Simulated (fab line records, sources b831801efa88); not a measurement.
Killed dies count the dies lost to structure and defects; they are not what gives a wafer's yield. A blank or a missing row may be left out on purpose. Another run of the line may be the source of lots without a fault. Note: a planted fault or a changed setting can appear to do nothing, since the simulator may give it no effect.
Chamber matching	flow gf180mcu	pecvd-01 running GF_V5_CVD_02: 3 sister chambers
The step deposits SiO2 from TEOS, target thk 1450 nm, time 163.28 s. 18 wafers are shown with their chamber, then 9 later ones without.

== WAFERS WITH THEIR CHAMBER ==
wafer	chamber	heaterPowerW (W)
L074.1	2	614
L074.2	1	641
L074.5	1	711
L081.1	0	654
L081.2	2	568
L081.3	1	717
L081.4	2	665
L081.5	1	569
L081.6	0	529
L084.1	1	653
L084.2	2	701
L084.3	0	586
L084.4	1	716
L084.5	0	653
L084.6	2	543
L086.2	0	652
L086.4	1	572
L086.5	2	687

SIGNATURES, as means of the wafers listed above
reading	chamber 0	chamber 1	chamber 2	scatter within a chamber
heaterPowerW	614.80	654.14	629.67	62.7
Rule: for each reading, subtract the chamber's mean from the wafer's reading, divide by that reading's scatter and square the result; add these up over the readings and take the root, which gives the wafer's distance from the chamber. If the next closest chamber is less than 2 further off than the closest, the wafer can't be placed; otherwise it belongs to the closest. The scatter: take each reading less its chamber's mean, square it, sum over the shown wafers, divide by the number of wafers less the number of chambers, and take the root.

== WAFERS WITH NO CHAMBER GIVEN ==
wafer	heaterPowerW (W)
L091.1	660
L091.2	676
L091.3	635
L091.4	552
L091.5	540
L091.6	707
L095.1	699
L095.2	631
L095.6	521

== THE CHAMBER EACH PASSED THROUGH ==
wafer	from the rows above	in truth
L091.1	can't be placed: 1 or 2 or 0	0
L091.2	can't be placed: 1 or 2 or 0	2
L091.3	can't be placed: 2 or 1 or 0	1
L091.4	can't be placed: 0 or 2 or 1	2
L091.5	can't be placed: 0 or 2 or 1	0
L091.6	can't be placed: 1 or 2 or 0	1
L095.1	can't be placed: 1 or 2 or 0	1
L095.2	can't be placed: 2 or 0 or 1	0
L095.6	can't be placed: 0 or 2 or 1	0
Correctly placed: 0 of 9. Can't be placed from these rows: 9 (the true chamber is among the candidates in 9). Placed wrongly: 0.
